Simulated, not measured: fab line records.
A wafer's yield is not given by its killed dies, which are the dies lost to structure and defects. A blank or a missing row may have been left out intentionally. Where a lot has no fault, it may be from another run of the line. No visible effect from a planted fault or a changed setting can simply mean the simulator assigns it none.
Which tool is to blame?    flow gf180mcu    13 lots with 39 wafers sampled at 5 steps, on a route of 602 steps

## WHAT THE GAUGES SHOWED, per wafer
GF_HV_LDD_CD_MEAS_07 targets a cd of 400 nm.
lot   measured      on         cd nm (nm)
L502  day 10 01:59  cd sem-01  401.6 400.0 400.4
L503  day 10 06:10  cd sem-01  399.3 400.7 401.3
L504  day 10 15:08  cd sem-01  395.5 395.8 397.6
L506  day 11 03:35  cd sem-01  401.4 401.2 401.6
L511  day 12 15:52  cd sem-02  401.2 400.1 398.4
L512  day 13 02:23  cd sem-01  396.5 398.7 397.7
L514  day 13 14:31  cd sem-01  396.9 397.4 396.8
L519  day 15 05:22  cd sem-01  394.6 394.0 394.2
L522  day 16 04:16  cd sem-02  400.4 401.2 402.6
L521  day 16 04:34  cd sem-01  403.6 402.5 403.4
L523  day 16 12:23  cd sem-01  402.1 400.6 401.0
L524  day 16 21:52  cd sem-02  400.5 398.8 402.1
L525  day 17 02:13  cd sem-02  402.3 401.5 403.7

GF_HV_LDD_CD_MEAS_46 targets a cd of 400 nm.
lot   measured      on         cd nm (nm)
L502  day 12 10:28  cd sem-02  400.1 398.3 400.2
L503  day 12 22:35  cd sem-01  402.9 401.7 404.1
L504  day 13 01:23  cd sem-02  400.4 399.6 400.4
L506  day 13 19:55  cd sem-01  397.0 396.8 395.9
L511  day 15 05:44  cd sem-02  399.3 396.1 400.7
L512  day 15 17:35  cd sem-01  399.7 399.0 399.3
L514  day 16 06:11  cd sem-02  400.8 398.6 403.6
L519  day 18 02:29  cd sem-02  402.1 400.2 399.7
L522  day 19 03:23  cd sem-01  396.3 395.1 395.6
L521  day 19 03:41  cd sem-01  400.0 399.3 399.2
L523  day 19 11:13  cd sem-02  395.4 395.9 395.3
L524  day 19 22:49  cd sem-02  398.7 402.1 397.8
L525  day 20 03:04  cd sem-01  397.4 396.7 399.3

GF_HV_LDD_TW_MEAS_50.
lot   measured      on             HV_LDD_4_TW
L502  day 12 10:53  film metro-04  566 565 564
L503  day 12 22:59  film metro-01  559 558 557
L504  day 13 01:47  film metro-01  559 557 558
L506  day 13 20:18  film metro-04  563 568 563
L511  day 15 06:08  film metro-04  559 558 558
L512  day 15 17:59  film metro-01  431 431 430
L514  day 16 06:35  film metro-01  428 430 428
L519  day 18 02:53  film metro-04  559 559 557
L522  day 19 03:48  film metro-03  573 573 574
L521  day 19 04:05  film metro-04  562 558 561
L523  day 19 11:38  film metro-04  562 560 561
L524  day 19 23:14  film metro-01  560 558 558
L525  day 20 03:29  film metro-01  564 561 561

## TOOL THAT RAN EACH LOT (tool first, then ch and the chambers of the sampled wafers, then the start)
lot   GF_HV_LDD_STRIP_22                    GF_HV_LDD_IMPLANT_48
L502  plasma asher-03 ch 0,1, day 10 19:51  implanter-02 ch 0, day 12 10:38
L503  plasma asher-01 ch 0,1, day 11 01:41  implanter-01 ch 0, day 12 22:44
L504  plasma asher-02 ch 0,1, day 11 10:09  implanter-03 ch 0, day 13 01:32
L506  plasma asher-01 ch 0,1, day 11 22:35  implanter-01 ch 0, day 13 20:05
L511  plasma asher-01 ch 0, day 13 11:41    implanter-03 ch 0, day 15 05:53
L512  plasma asher-01 ch 0,1, day 13 22:44  implanter-03 ch 0, day 15 17:44
L514  plasma asher-03 ch 0,1, day 14 11:23  implanter-03 ch 0, day 16 06:20
L519  plasma asher-02 ch 0,1, day 16 03:50  implanter-01 ch 0, day 18 02:40
L522  plasma asher-03 ch 0,1, day 17 04:05  implanter-02 ch 0, day 19 03:33
L521  plasma asher-01 ch 0,1, day 17 04:20  implanter-01 ch 0, day 19 03:50
L523  plasma asher-01 ch 0, day 17 11:32    implanter-02 ch 0, day 19 11:23
L524  plasma asher-02 ch 0,1, day 17 21:14  implanter-02 ch 0, day 19 22:59
L525  plasma asher-03 ch 0,1, day 18 01:53  implanter-02 ch 0, day 20 03:14
- GF_HV_LDD_STRIP_22: strips in O2/N2.
- GF_HV_LDD_IMPLANT_48

## AS READ BY THE TOOLS THEMSELVES (means over the sampled wafers that have a number; for cases with no such wafer, the mark the record gives instead)
GF_HV_LDD_STRIP_22.
lot   tool             drypump motor current A (A)  heater power w (W)  oes product au (a.u.)  strip time to endpoint s (s)
L502  plasma asher-03  5.5                          313                 0.717                  12.62
L503  plasma asher-01  6.3                          338                 0.712                  12.62
L504  plasma asher-02  5.7                          400                 0.718                  12.64
L506  plasma asher-01  6.5                          334                 0.717                  12.64
L511  plasma asher-01  6.6                          335                 0.715                  12.61
L512  plasma asher-01  6.5                          332                 0.713                  12.57
L514  plasma asher-03  5.5                          317                 0.720                  12.66
L519  plasma asher-02  5.7                          396                 0.716                  12.58
L522  plasma asher-03  5.5                          316                 0.719                  12.61
L521  plasma asher-01  6.3                          339                 0.714                  12.61
L523  plasma asher-01  6.6                          338                 0.718                  12.60
L524  plasma asher-02  5.7                          400                 0.718                  12.57
L525  plasma asher-03  5.5                          316                 0.716                  12.57

GF_HV_LDD_IMPLANT_48.
lot   tool          dose ions cm2  faraday current uA
L502  implanter-02  3e+13          168
L503  implanter-01  3e+13          169
L504  implanter-03  3e+13          171
L506  implanter-01  3e+13          167
L511  implanter-03  3e+13          169
L512  implanter-03  1e+13          71
L514  implanter-03  1e+13          70
L519  implanter-01  3e+13          171
L522  implanter-02  3e+13          165
L521  implanter-01  3e+13          167
L523  implanter-02  3e+13          169
L524  implanter-02  3e+13          170
L525  implanter-02  3e+13          168

## THE ANSWER, worked out from the rows above alone
Rule: usual is defined by the lots themselves. The widest of any qualifying gaps counts: lots, ordered by their means at a reading, are off when they make up no more than a third of the lots, leave a main group of 4 or more, and stand apart from it by 3 or more times the standard deviation of that group's means. A main group is skipped when, at the precision printed for the reading in the tables above, its means are all equal. Also off: a lot with no number at a reading for which 4 or more lots have one. Any other lot the step has rows for is counted as sound. The gauges are gone through in route order, then the tools' own readings, and for those a lot's mean is taken as printed above. At the first step where some lot is off, the reading lying furthest off is the one used; lots without a number count as furthest.
Off: at GF_HV_LDD_TW_MEAS_50 (HV_LDD_4_TW), L512, L514. For the main group the mean is 562 and the standard deviation 4.4.
A tool fits if, at a process step before that reading, it ran every lot that is off, and no sound lot after the first of them. Not tried: the gauges at GF_HV_LDD_TW_MEAS_50; whatever is off there is also off at GF_HV_LDD_IMPLANT_48, on other tools, and gauge error can't account for it. One fits: implanter-03 at GF_HV_LDD_IMPLANT_48. A fault onset in the window from L511 (day 15 05:53, its last sound lot) to L512 (day 15 17:44, its first lot off) fits.
The tool's own readings at GF_HV_LDD_IMPLANT_48 bear it out: on the lots that are off they differ by more than 5 times the standard deviation of the sound lots' means. dose ions cm2 reads 1e+13 there against 3e+13 on the sound lots; faraday current uA reads 70 there against 169 on the sound lots.

## WHAT THE SIMULATOR PUT IN
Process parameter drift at GF_HV_LDD_IMPLANT_48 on implanter-03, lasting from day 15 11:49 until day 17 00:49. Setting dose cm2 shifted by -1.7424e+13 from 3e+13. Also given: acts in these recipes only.
Lots struck among those shown: L512, L514. The rule given above showed the same thing.
